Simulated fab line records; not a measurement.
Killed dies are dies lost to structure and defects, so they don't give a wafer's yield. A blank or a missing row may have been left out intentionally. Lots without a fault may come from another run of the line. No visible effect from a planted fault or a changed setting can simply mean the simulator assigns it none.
Which tool did it? ; flow sky130 ; Sampling: 10 lots, 30 wafers, 3 of 708 route steps

WHAT EACH GAUGE READ, for each wafer
SKY_VIA3_OVL_MEAS_13. Usual: for VIA3_OVL the level is -2 nm and the standard deviation is 6.1.
lot;measured;on;VIA3_OVL (nm);flag
L761;day 39 14:30;overlay-02;-3 -7 -4;
L762;day 40 05:17;overlay-01;1 8 7;
L763;day 40 09:49;overlay-02;6 11 5;
L765;day 41 10:17;overlay-01;-7 -10 -6;
L774;day 43 19:32;overlay-02;2 1 8;
L775;day 44 04:05;overlay-01;-3 -2 -7;
L776;day 44 10:37;overlay-02;-7 -3 5;
L780;day 45 09:34;overlay-01;-3 2 -7;
L782;day 45 15:01;overlay-01;-11 -4 -9;
L783;day 46 03:43;overlay-02;1 8 -3;

EACH LOT AND THE TOOL THAT RAN IT (in order: tool; ch and the chambers of the sampled wafers; start)
lot;SKY_METAL3_SPUTTER_03;SKY_VIA3_COAT_07
L761;pvdSputter-03, day 36 08:38;lithoTrack-03 ch 0, day 39 02:00
L762;pvdSputter-03, day 36 19:28;lithoTrack-04 ch 0, day 39 16:00
L763;pvdSputter-03, day 37 04:31;lithoTrack-04 ch 0, day 39 22:00
L765;pvdSputter-02, day 38 05:25;lithoTrack-03 ch 0, day 40 22:00
L774;pvdSputter-02, day 40 19:00;lithoTrack-03 ch 0, day 43 08:00
L775;pvdSputter-03, day 41 04:26;lithoTrack-03 ch 0, day 43 16:00
L776;pvdSputter-04, day 41 10:41;lithoTrack-04 ch 0, day 43 23:00
L780;pvdSputter-02, day 42 12:47;lithoTrack-01 ch 0, day 44 22:00
L782;pvdSputter-04, day 42 18:58;lithoTrack-01 ch 0, day 45 04:00
L783;pvdSputter-02, day 43 07:14;lithoTrack-01 ch 0, day 45 15:00
- SKY_METAL3_SPUTTER_03: material Ti, target thk 5 nm, time 3.3 s.
- SKY_VIA3_COAT_07: resist thk 450 nm.

AS READ BY THE TOOLS THEMSELVES (means over the sampled wafers that have a number; for cases with no such wafer, the mark the record gives instead)
SKY_METAL3_SPUTTER_03. Usual: throttleValvePct at 30.2 %, with a standard deviation of 0.68.
lot;tool;throttleValvePct (%);flag
L761;pvdSputter-03;30.4;
L762;pvdSputter-03;30.0;
L763;pvdSputter-03;29.5;
L765;pvdSputter-02;31.1;
L774;pvdSputter-02;30.6;
L775;pvdSputter-03;30.0;
L776;pvdSputter-04;29.7;
L780;pvdSputter-02;30.7;
L782;pvdSputter-04;30.4;
L783;pvdSputter-02;30.6;

SKY_VIA3_COAT_07. Usual: spinSpeedRpm at 3000.1 rpm, with a standard deviation of 1.8.
lot;tool;spinSpeedRpm (rpm);flag
L761;lithoTrack-03;3000.3;
L762;lithoTrack-04;2997.9;
L763;lithoTrack-04;3000.1;
L765;lithoTrack-03;3000.3;
L774;lithoTrack-03;3229.2;OFF
L775;lithoTrack-03;3228.1;OFF
L776;lithoTrack-04;3000.8;
L780;lithoTrack-01;3001.4;
L782;lithoTrack-01;2999.7;
L783;lithoTrack-01;3000.0;

THE ANSWER, worked out from the rows above alone
Rule: lot off if the mean of its wafers having a number is beyond 3 standard deviations from the usual mean. Also off: a lot with no number at a reading for which 4 or more lots have one. All remaining lots with rows at the step are treated as sound. After the gauges, taken in route order, come the tools' own readings; for these a lot's mean is taken, as printed above. At the first step where some lot is off, the reading lying furthest off is the one used; lots without a number count as furthest.
Off: L774, L775, at SKY_VIA3_COAT_07 (spinSpeedRpm).
A tool fits if, at that step or a process step before it, it ran every lot that is off, and no sound lot after the first of them. One fits: lithoTrack-03 at SKY_VIA3_COAT_07. A fault onset in the window from L765 (day 40 22:00, its last sound lot) to L774 (day 43 08:00, its first lot off) fits.
The tool's own readings at SKY_VIA3_COAT_07 bear it out: on the lots that are off they differ by more than 5 times the standard deviation of the sound lots' means. spinSpeedRpm reads 3228.6 rpm there against 3000.1 rpm on the sound lots.

WHAT THE SIMULATOR HAD PUT IN
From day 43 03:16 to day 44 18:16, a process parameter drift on lithoTrack-03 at SKY_VIA3_COAT_07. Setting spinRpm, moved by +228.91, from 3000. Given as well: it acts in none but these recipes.
Struck lots among those shown: L774, L775. The rule above reached the same finding.
